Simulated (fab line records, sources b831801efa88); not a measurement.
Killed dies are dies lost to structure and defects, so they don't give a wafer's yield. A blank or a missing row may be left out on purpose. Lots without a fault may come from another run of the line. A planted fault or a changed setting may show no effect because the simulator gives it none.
One fault seen from 2 desks | flow gf180mcu | each desk has only its own numbers; what lay behind them comes last

THE TOOL OWNER'S DESK: pvd_sputter-01
The tool's own readings at GF_V1_SPUTTER_21 (material Ti, target thk 15 nm, time 80.02 s): means of the sampled wafers that have a number, for each lot that ran on this tool. A lot is out of limits, marked OUT, if its mean lies more than 4 standard deviations from the usual mean; the brackets give that distance.
Columns: A = throttle_valve_pct at GF_V1_SPUTTER_21, usual 30.3 %
lot  | first seen here | A
L607 | day 21 01:46    | 30.9
L608 | day 21 10:31    | 30.6
L610 | day 22 18:17    | 31.0
L617 | day 25 04:25    | 30.9
L620 | day 25 21:20    | 30.8
This desk's finding: nothing out of limits on any of the 5 lots.

THE METROLOGY DESK
What the gauges read, lot by lot, whatever tool the lot ran on: means of the sampled wafers that have a number. A lot is out of limits, marked OUT, if its mean lies more than 4 standard deviations from the usual mean; the brackets give that distance.
Columns: A = cd_nm at GF_V1_CD_MEAS_14, usual 259.8 nm; B = V1_OVL at GF_V1_OVL_MEAS_15, usual 1 nm
lot  | first seen here | A     | B
L606 | day 20 21:56    | 260.8 | 2
L607 | day 21 00:56    | 260.1 | 4
L608 | day 21 09:43    | 259.9 | -0
L610 | day 22 17:29    | 258.5 | -5
L617 | day 25 03:38    | 259.4 | 10
L620 | day 25 20:28    | 260.5 | 4
This desk's finding: nothing out of limits on any of the 6 lots.

PUT TOGETHER
The tool owner's desk saw nothing out of limits.
The metrology desk saw nothing out of limits.

WHAT THE SIMULATOR HAD PUT IN
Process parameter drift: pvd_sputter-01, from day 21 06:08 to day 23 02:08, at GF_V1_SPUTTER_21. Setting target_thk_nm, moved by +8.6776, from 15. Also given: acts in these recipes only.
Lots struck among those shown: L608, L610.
